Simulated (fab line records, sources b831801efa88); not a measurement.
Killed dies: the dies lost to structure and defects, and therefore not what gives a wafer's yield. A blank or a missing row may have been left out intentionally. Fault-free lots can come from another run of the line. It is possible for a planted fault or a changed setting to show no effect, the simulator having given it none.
What tool caused it? || flow sky130 || 7 lots with 21 wafers sampled at 3 steps, on a route of 708 steps

== WHAT EACH GAUGE READ, for each wafer ==
SKY_METAL2_OVL_MEAS_16.
{"lot": "L427", "measured": "day 35 16:07", "on": "overlay-01", "METAL2_OVL (nm)": "-6 -3 -10"}
{"lot": "L429", "measured": "day 36 06:49", "on": "overlay-01", "METAL2_OVL (nm)": "- - -"}
{"lot": "L438", "measured": "day 39 03:40", "on": "overlay-01", "METAL2_OVL (nm)": "1 -1 1"}
{"lot": "L440", "measured": "day 39 11:46", "on": "overlay-01", "METAL2_OVL (nm)": "-1 7 -10"}
{"lot": "L442", "measured": "day 40 07:58", "on": "overlay-01", "METAL2_OVL (nm)": "5 1 3"}
{"lot": "L444", "measured": "day 40 17:59", "on": "overlay-02", "METAL2_OVL (nm)": "0 6 4"}
{"lot": "L448", "measured": "day 42 04:17", "on": "overlay-01", "METAL2_OVL (nm)": "-9 -4 -6"}

== WHICH TOOL RAN EACH LOT (tool, then ch and the chambers of the sampled wafers, then the start) ==
{"lot": "L427", "SKY_METAL2_SPUTTER_01": "pvd-sputter-04, day 34 11:21", "SKY_METAL2_PEB_13": "litho-track-01 ch 0, day 35 15:00"}
{"lot": "L429", "SKY_METAL2_SPUTTER_01": "pvd-sputter-04, day 35 04:19", "SKY_METAL2_PEB_13": "litho-track-02, day 36 06:00"}
{"lot": "L438", "SKY_METAL2_SPUTTER_01": "pvd-sputter-03, day 38 02:01", "SKY_METAL2_PEB_13": "litho-track-02 ch 0, day 39 03:00"}
{"lot": "L440", "SKY_METAL2_SPUTTER_01": "pvd-sputter-03, day 38 11:01", "SKY_METAL2_PEB_13": "litho-track-02 ch 0, day 39 11:00"}
{"lot": "L442", "SKY_METAL2_SPUTTER_01": "pvd-sputter-03, day 39 07:40", "SKY_METAL2_PEB_13": "litho-track-02 ch 0, day 40 07:00"}
{"lot": "L444", "SKY_METAL2_SPUTTER_01": "pvd-sputter-04, day 39 17:37", "SKY_METAL2_PEB_13": "litho-track-04 ch 0, day 40 17:00"}
{"lot": "L448", "SKY_METAL2_SPUTTER_01": "pvd-sputter-01, day 41 04:40", "SKY_METAL2_PEB_13": "litho-track-04 ch 0, day 42 03:00"}
- SKY_METAL2_SPUTTER_01: material TiN, target thk 20 nm, time 16.7 s.
- SKY_METAL2_PEB_13

== THE ANSWER, worked out from the rows above alone ==
Rule: what is usual is taken from the lots themselves. The widest of any qualifying gaps counts: lots, ordered by their means at a reading, are off when they make up no more than a third of the lots, leave a main group of 4 or more, and stand apart from it by 3 or more times the standard deviation of that group's means. The tables above print the reading to a certain number of digits; a main group whose means all agree to those digits is not used. A lot without any number at a reading at which 4 lots or more have one is off too. Any other lot the step has rows for is counted as sound.
Off: L429, seen at SKY_METAL2_OVL_MEAS_16 (METAL2_OVL). Without a number there: L429. Mean -1 nm and standard deviation 3.9 in the main group.
A tool fits if, at a process step before that reading, it ran every lot that is off, and no sound lot after the first of them. Gauges at SKY_METAL2_OVL_MEAS_16: tried the same way as those tools. No candidate that was tried fits.

== WHAT THE SIMULATOR PUT IN ==
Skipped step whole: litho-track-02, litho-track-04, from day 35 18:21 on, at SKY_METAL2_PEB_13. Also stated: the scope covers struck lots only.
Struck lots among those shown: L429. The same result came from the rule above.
